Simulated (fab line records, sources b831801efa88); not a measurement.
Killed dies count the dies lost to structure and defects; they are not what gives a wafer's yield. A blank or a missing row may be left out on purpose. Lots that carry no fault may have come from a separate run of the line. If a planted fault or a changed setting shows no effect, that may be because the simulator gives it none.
A lot that was struck, set against a sound lot / flow sky130 / 16 out of 708 route steps
Sound: wafers L592.2, L592.3, L592.6. Wafers L600.1, L600.4, L600.6 were the ones struck. At the end, the cause is stated.
For every step that has rows: the tool of each side, followed by ch and its chambers, followed by its first start. Under that, the readings that differ: sound wafers / struck wafers / difference of the means / sigmas: that difference in standard deviations of wafers without a fault.
alike: readings with means less than 2 such deviations apart, plus words and numbers identical on both sides. not compared: withheld readings, readings lacking a value on some wafer, bounds such as >300 that could conceal the same value, and numbers that have no deviation in the record and whose values overlap.
Wherever a step has rows on one side only, a row that says differs or no value, or a row with sigmas, the two part there. Numbers that have no deviation but don't overlap get no sigmas and don't part them. A reading missing from all wafers of one side parts the sides only when that side holds two or more wafers.

first, 1 step without rows for these wafers: SKY_VT_ADJUST_LVTN_IMPLANT_19.
SKY_VT_ADJUST_LVTN_STRIP_20: strips in O2/N2.
  sound on plasma asher-04 ch 0,1, day 8 08:25; struck on plasma asher-01 ch 1, day 10 10:47
  alike: drypump motor current A, oes product au, strip time to endpoint s
  not compared: rf hours counter h
SKY_VT_ADJUST_LVTN_TW_MEAS_21:
  sound on film metro-03, day 8 08:31; struck on film metro-03, day 10 10:53
  alike: VT_ADJUST_LVTN_2_TW
then, 7 steps without rows for these wafers: SKY_VT_ADJUST_NCORE_DEHYDRATE_00 (time 60 s); SKY_VT_ADJUST_NCORE_HMDS_01 (prime time 60 s); SKY_VT_ADJUST_NCORE_COAT_02 (resist thk 1140 nm); SKY_VT_ADJUST_NCORE_SOFTBAKE_03 (time 60 s); SKY_VT_ADJUST_NCORE_EXPOSE_04 (exposes mask LVTN COMPLEMENT THIN, target cd 380 nm); SKY_VT_ADJUST_NCORE_PEB_05; SKY_VT_ADJUST_NCORE_DEVELOP_06 (develop time 60 s).
SKY_VT_ADJUST_NCORE_CD_MEAS_07: target cd 380 nm.
  sound on cd sem-01, day 9 05:01; struck on cd sem-02, day 11 09:45
reading=cd nm (nm); sound=384.7 383.2 386.3; struck=378.3 380.2 378.3; difference=-5.8; sigmas=-2
SKY_VT_ADJUST_NCORE_OVL_MEAS_08:
  sound on overlay-01, day 9 05:07; struck on overlay-01, day 11 09:52
  alike: VT_ADJUST_NCORE_OVL
SKY_VT_ADJUST_NCORE_IMPLANT_09:
  sound on implanter-02 ch 0, day 9 05:11; struck on implanter-01 ch 0, day 11 09:54
reading=dose ions cm2; sound=2.3995e+12 2.396e+12 2.4023e+12; struck=2.0599e+12 2.062e+12 2.0627e+12; difference=-3.3773e+11; sigmas=-99 or more
reading=faraday current uA; sound=13.43 13.59 13.70; struck=11.86 11.70 11.61; difference=-1.85; sigmas=-7
SKY_VT_ADJUST_NCORE_STRIP_10: strips in O2/N2.
  sound on plasma asher-01 ch 0, day 9 05:18; struck on plasma asher-03 ch 0,1, day 11 10:03
  alike: drypump motor current A, oes product au, strip time to endpoint s
  not compared: rf hours counter h
SKY_VT_ADJUST_NCORE_TW_MEAS_11:
  sound on film metro-02, day 9 05:25; struck on film metro-03, day 11 10:23
reading=VT_ADJUST_NCORE_TW; sound=218.7 218.0 218.3; struck=206.7 207.0 206.4; difference=-11.6; sigmas=-4
  not compared: hold
-- a jump in the record: the struck wafers' starts before and after are 37 days apart (it breaks off in module VT_ADJUST_NCORE and resumes in module PAD_OPEN, where the first step shown is number 708 of the route) --
SKY_PAD_OPEN_PROBE_99:
  sound on prober-01, day 46 09:29; struck on prober-02, day 48 10:19
reading=model.etest.nfet_16v.r on ohm um; sound=1.408e+04 1.427e+04 1.427e+04; struck=1.35e+04 1.354e+04 1.336e+04; difference=-7.40e+02; sigmas=
reading=model.etest.pfet g5v0d10v5.r on ohm um; sound=4630 4796 4683; struck=4871 4871 4913; difference=+182; sigmas=
reading=model.etest.res pwell under gate.rs ohm sq; sound=2283 2286 2310; struck=2336 2346 2324; difference=+42; sigmas=
reading=model.etest.nfet g5v0d10v5.r on ohm um; sound=1856 1910 1866; struck=1806 1821 1830; difference=-58; sigmas=
reading=model.etest.nfet g5v0d10v5.drive ua um; sound=601.9 602.7 601.6; struck=635.2 631.1 620.4; difference=+26.8; sigmas=
reading=model.etest.pfet g5v0d10v5.drive ua um; sound=347.1 341.1 346.4; struck=325.6 327.7 321.9; difference=-19.8; sigmas=
reading=model.etest.pfet_16v.drive ua um; sound=248.7 244 241.5; struck=227.1 223.8 229.4; difference=-18.0; sigmas=
reading=model.etest.nfet_16v.drive ua um; sound=219.2 216.7 218.8; struck=237 231.3 232.6; difference=+15; sigmas=
  alike: killed_at_M0_to_M3, killed_at_M4_up, killed at contacts, killed at front end, killed at other, killed dies, killed open, killed short

## WHERE THEY PART
Earliest at SKY_VT_ADJUST_NCORE_CD_MEAS_07; latest, in this record, at SKY_VT_ADJUST_NCORE_TW_MEAS_11. Later steps at which nothing parts them and some readings are alike: SKY_PAD_OPEN_PROBE_99.

WHY: whatever the simulator had introduced
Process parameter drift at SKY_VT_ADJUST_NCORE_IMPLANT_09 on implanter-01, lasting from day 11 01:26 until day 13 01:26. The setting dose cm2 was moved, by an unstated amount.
